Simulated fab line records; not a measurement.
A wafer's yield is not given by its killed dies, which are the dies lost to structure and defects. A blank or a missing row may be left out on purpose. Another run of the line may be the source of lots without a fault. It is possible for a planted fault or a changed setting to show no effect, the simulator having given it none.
fab line records -- flow sky130
[record] lots = 8, wafers = 24, last-day = 47
route steps=708 shown LDD_LDN@298 LOCAL_INTERCONNECT@398 CONTACT@407 METAL1@449
lots with no fault: from the same line, run without faults
start-h: the number of hours between the record's first day and the start of the first shown wafer of the lot -- wait-h: hours since the lot's step before -- " the same as in the row above -- L1.1+2: a row that stands for several wafers -- - value missing, or start not given -- * or withheld: withheld -- < > ~ a bound
route shown NAME@n: a module of which the file shows steps, and the number in the route of the first -- usual: average and standard deviation across the fault-free wafers -- same: alike in all rows -- chamber/n: place in a boat -- sites: the reading at each site -- _std_site: the values' standard deviation -- _edge_site: mean of outer sites minus mean of inner sites -- radius-mm: for every site, how far away it sits from the centre of the wafer -- mask NAME#n: copy n -- behind: the most recent tool/chamber to have shaped the wafer -- hold: why the lot was held/for how many hours/how that ended -- device: which transistor (n, p or np) failed to switch -- end of line: the tests these same wafers got at the end of their route -- step lacking rows: just its recipe -- killed: dies that structure and defects cost at the first sort, which is not the same as the wafer's yield -- map: a wafer's dies, marking killed ones x, the rest . and places with no die _
set.NAME: the setting that was run; set.NAME@STEP: the one run at that earlier step -- model.NAME: the simulator's own value behind a step, which no gauge read
steps of the route over a sample of lots; a table a step, a row a wafer
services: a tool's chamber out of use, with start hour (start-h, from the record's first day; less than 0 if before it), hours out, and reason
[[steps]]
[step SKY_LDD_LDN_IMPLANT_09]
[recipe] species = As, energy-kev = 15, dose-cm2 = 1.25e+13, tilt-deg = withheld, rotation-deg = 113
[usual] beam-energy-keV = 15.001/0.0051, end-station-pressure-torr = 5.08e-06/2.8e-07, faraday-current-uA = 70.5/1.4, implant-ion-amu = 75/0
lot.wafer,tool,chamber,start-h,wait-h,beam-energy-keV,end-station-pressure-torr,faraday-current-uA,implant-ion-amu
L288.2,implanter-04,0,520.39,0.1,15.001,5.23e-06,69.8,75
L288.3,implanter-04,0,520.39,0.1,14.999,4.84e-06,69.0,75
L288.6,implanter-04,0,520.39,0.1,14.996,5.4e-06,69.3,75
L289.2,implanter-02,0,537.39,0.1,14.991,4.96e-06,70.6,75
L289.3,implanter-02,0,537.39,0.1,14.992,5.4e-06,69.3,75
L289.6,implanter-02,0,537.39,0.1,14.991,4.71e-06,71.8,75
L290.1,implanter-04,0,542.43,0.1,15.007,5.68e-06,70.3,75
L290.5,implanter-04,0,542.43,0.1,14.997,5.28e-06,73.3,75
L290.6,implanter-04,0,542.43,0.1,15.004,4.76e-06,70.7,75
L291.2,implanter-02,0,545.90,0.1,14.998,4.85e-06,73.0,75
L291.4,implanter-02,0,545.90,0.1,15.004,5.09e-06,69.4,75
L291.6,implanter-02,0,545.90,0.1,15.011,4.99e-06,69.7,75
L292.1,implanter-02,0,568.22,0.1,15.003,5.13e-06,68.7,31
L292.3,implanter-02,0,568.22,0.1,15.005,5.3e-06,71.7,31
L292.5,implanter-02,0,568.22,0.1,14.995,4.73e-06,69.6,31
L293.2,implanter-02,0,574.54,0.1,15.002,5.16e-06,73.0,31
L293.4,implanter-02,0,574.54,0.1,15.001,5.46e-06,71.5,31
L293.5,implanter-02,0,574.54,0.1,14.996,4.72e-06,69.9,31
L294.3,implanter-03,0,583.78,0.1,15.006,5.04e-06,68.6,31
L294.4,implanter-03,0,583.78,0.1,14.994,4.84e-06,67.6,31
L294.5,implanter-03,0,583.78,0.1,14.999,4.95e-06,71.1,31
L295.3,implanter-04,0,595.12,0.1,14.995,5.1e-06,69.7,31
L295.4,implanter-04,0,595.12,0.1,14.996,5.48e-06,67.3,31
L295.5,implanter-04,0,595.12,0.1,14.990,5.27e-06,68.8,31
[step SKY_LDD_LDN_TW_MEAS_13]
[usual] LDD_LDN_TW = 1476/7.4
lot.wafer,tool,chamber,start-h,wait-h,LDD_LDN_TW
L288.2,film-metro-04,-,520.93,0.1,1476
L288.3,film-metro-04,-,520.93,0.1,1469
L288.6,film-metro-04,-,520.93,0.1,1456
L289.2,film-metro-03,-,537.93,0.1,1478
L289.3,film-metro-03,-,537.93,0.1,1472
L289.6,film-metro-03,-,537.93,0.1,1475
L290.1,film-metro-03,-,542.98,0.1,1482
L290.5,film-metro-03,-,542.98,0.1,1479
L290.6,film-metro-03,-,542.98,0.1,1480
L291.2,film-metro-04,-,546.44,0.1,1472
L291.4,film-metro-04,-,546.44,0.1,1462
L291.6,film-metro-04,-,546.44,0.1,1470
L292.1,film-metro-03,-,568.77,0.1,1417
L292.3,film-metro-03,-,568.77,0.1,1413
L292.5,film-metro-03,-,568.77,0.1,1423
L293.2,film-metro-04,-,575.08,0.1,1410
L293.4,film-metro-04,-,575.08,0.1,1403
L293.5,film-metro-04,-,575.08,0.1,1410
L294.3,film-metro-03,-,584.30,0.1,1409
L294.4,film-metro-03,-,584.30,0.1,1412
L294.5,film-metro-03,-,584.30,0.1,1415
L295.3,film-metro-04,-,595.68,0.1,1417
L295.4,film-metro-04,-,595.68,0.1,1416
L295.5,film-metro-04,-,595.68,0.1,1408
[step SKY_LOCAL_INTERCONNECT_CD_MEAS_11]
[recipe] target-cd-nm = 170
[usual] cd-nm = 170.2/1.6
lot.wafer,tool,chamber,start-h,wait-h,cd-nm
L288.2,cd-sem-02,-,703.55,-,169.0
L288.3,cd-sem-02,-,703.55,-,170.2
L288.6,cd-sem-02,-,703.55,-,169.6
L289.2,cd-sem-01,-,717.10,-,169.7
L289.3,cd-sem-01,-,717.10,-,171.8
L289.6,cd-sem-01,-,717.10,-,171.7
L290.1,cd-sem-01,-,722.13,-,170.7
L290.5,cd-sem-01,-,722.13,-,169.2
L290.6,cd-sem-01,-,722.13,-,171.7
L291.2,cd-sem-01,-,724.60,-,171.2
L291.4,cd-sem-01,-,724.60,-,170.9
L291.6,cd-sem-01,-,724.60,-,171.0
L292.1,cd-sem-02,-,744.73,-,169.8
L292.3,cd-sem-02,-,744.73,-,169.9
L292.5,cd-sem-02,-,744.73,-,169.7
L293.2,cd-sem-01,-,748.25,-,167.2
L293.4,cd-sem-01,-,748.25,-,168.7
L293.5,cd-sem-01,-,748.25,-,166.4
L294.3,cd-sem-02,-,756.87,-,167.4
L294.4,cd-sem-02,-,756.87,-,168.0
L294.5,cd-sem-02,-,756.87,-,168.2
L295.3,cd-sem-01,-,769.17,-,170.3
L295.4,cd-sem-01,-,769.17,-,170.1
L295.5,cd-sem-01,-,769.17,-,168.8
[step SKY_CONTACT_THK_MEAS_01]
[recipe] reads = Si3N4_of_CONTACT_CVD_00
[usual] CONTACT_CVD_00_THK = 75.2/0.96
lot.wafer,tool,chamber,start-h,wait-h,CONTACT_CVD_00_THK[nm]
L288.2,film-metro-01,-,704.53,-,73.5
L288.3,film-metro-01,-,704.53,-,73.7
L288.6,film-metro-01,-,704.53,-,75.8
L289.2,film-metro-01,-,718.03,-,74.9
L289.3,film-metro-01,-,718.03,-,74.1
L289.6,film-metro-01,-,718.03,-,75.8
L290.1,film-metro-03,-,723.05,-,75.1
L290.5,film-metro-03,-,723.05,-,74.2
L290.6,film-metro-03,-,723.05,-,74.9
L291.2,film-metro-01,-,725.55,-,74.8
L291.4,film-metro-01,-,725.55,-,75.6
L291.6,film-metro-01,-,725.55,-,75.7
L292.1,film-metro-01,-,745.64,-,75.2
L292.3,film-metro-01,-,745.64,-,75.4
L292.5,film-metro-01,-,745.64,-,76.2
L293.2,film-metro-01,-,749.35,-,75.0
L293.4,film-metro-01,-,749.35,-,75.9
L293.5,film-metro-01,-,749.35,-,75.6
L294.3,film-metro-01,-,757.92,-,75.9
L294.4,film-metro-01,-,757.92,-,75.2
L294.5,film-metro-01,-,757.92,-,77.0
L295.3,film-metro-03,-,770.16,-,75.1
L295.4,film-metro-03,-,770.16,-,75.5
L295.5,film-metro-03,-,770.16,-,74.0
[step SKY_METAL1_CD_MEAS_15]
[recipe] target-cd-nm = 140
[usual] cd-nm = 140.0/1.7
lot.wafer,tool,chamber,start-h,wait-h,cd-nm
L288.2,cd-sem-02,-,761.51,-,141.8
L288.3,cd-sem-02,-,761.51,-,140.9
L288.6,cd-sem-02,-,761.51,-,141.2
L289.2,cd-sem-01,-,774.61,-,141.7
L289.3,cd-sem-01,-,774.61,-,142.7
L289.6,cd-sem-01,-,774.61,-,142.7
L290.1,cd-sem-02,-,779.63,-,140.0
L290.5,cd-sem-02,-,779.63,-,138.9
L290.6,cd-sem-02,-,779.63,-,140.5
L291.2,cd-sem-02,-,781.30,-,139.0
L291.4,cd-sem-02,-,781.30,-,137.7
L291.6,cd-sem-02,-,781.30,-,137.6
L292.1,cd-sem-02,-,801.99,-,139.6
L292.3,cd-sem-02,-,801.99,-,141.4
L292.5,cd-sem-02,-,801.99,-,142.2
L293.2,cd-sem-02,-,805.05,-,141.5
L293.4,cd-sem-02,-,805.05,-,141.3
L293.5,cd-sem-02,-,805.05,-,141.4
L294.3,cd-sem-02,-,813.29,-,141.3
L294.4,cd-sem-02,-,813.29,-,142.3
L294.5,cd-sem-02,-,813.29,-,140.0
L295.3,cd-sem-02,-,824.83,-,140.7
L295.4,cd-sem-02,-,824.83,-,141.9
L295.5,cd-sem-02,-,824.83,-,140.5
[[services]]
tool,chamber,start-h,hours,kind
implanter-02,-,521.89,2.9,repair
implanter-02,-,556.36,4.4,pm
implanter-04,-,567.74,1.7,repair
implanter-03,-,575.57,2.2,pm
[[key]]
[first-sign] step = SKY_LDD_LDN_IMPLANT_09, reading = implant-ion-amu, direction = down, sigmas = 99+, usual = 75, struck = 31
[effect] step = SKY_LDD_LDN_TW_MEAS_13, reading = LDD_LDN_TW, direction = down, sigmas = 8.7, usual = 1476, struck = 1413
met-at SKY_LDD_LDN_IMPLANT_09
struck-lots L292,L293,L294,L295
tester-left-out L292,L293,L294,L295
not-acting-at SKY_LOCAL_INTERCONNECT_CD_MEAS_11,SKY_CONTACT_THK_MEAS_01,SKY_METAL1_CD_MEAS_15
onset-between 545.90 568.22
[fault] kind = wrong-recipe-download, tool = implanter-02,implanter-03,implanter-04, chamber = -, onset-h = 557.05, steps = SKY_LDD_LDN_IMPLANT_09, wrong-recipe.not-listed = 1
// tester-left-out: of these lots the tester's yield and bins aren't shown, on N5 and GAA mostly nor the transistor test; their killed dies are dies lost to structure and defects alone, not to doping, threshold or leakage, so they don't give the yield
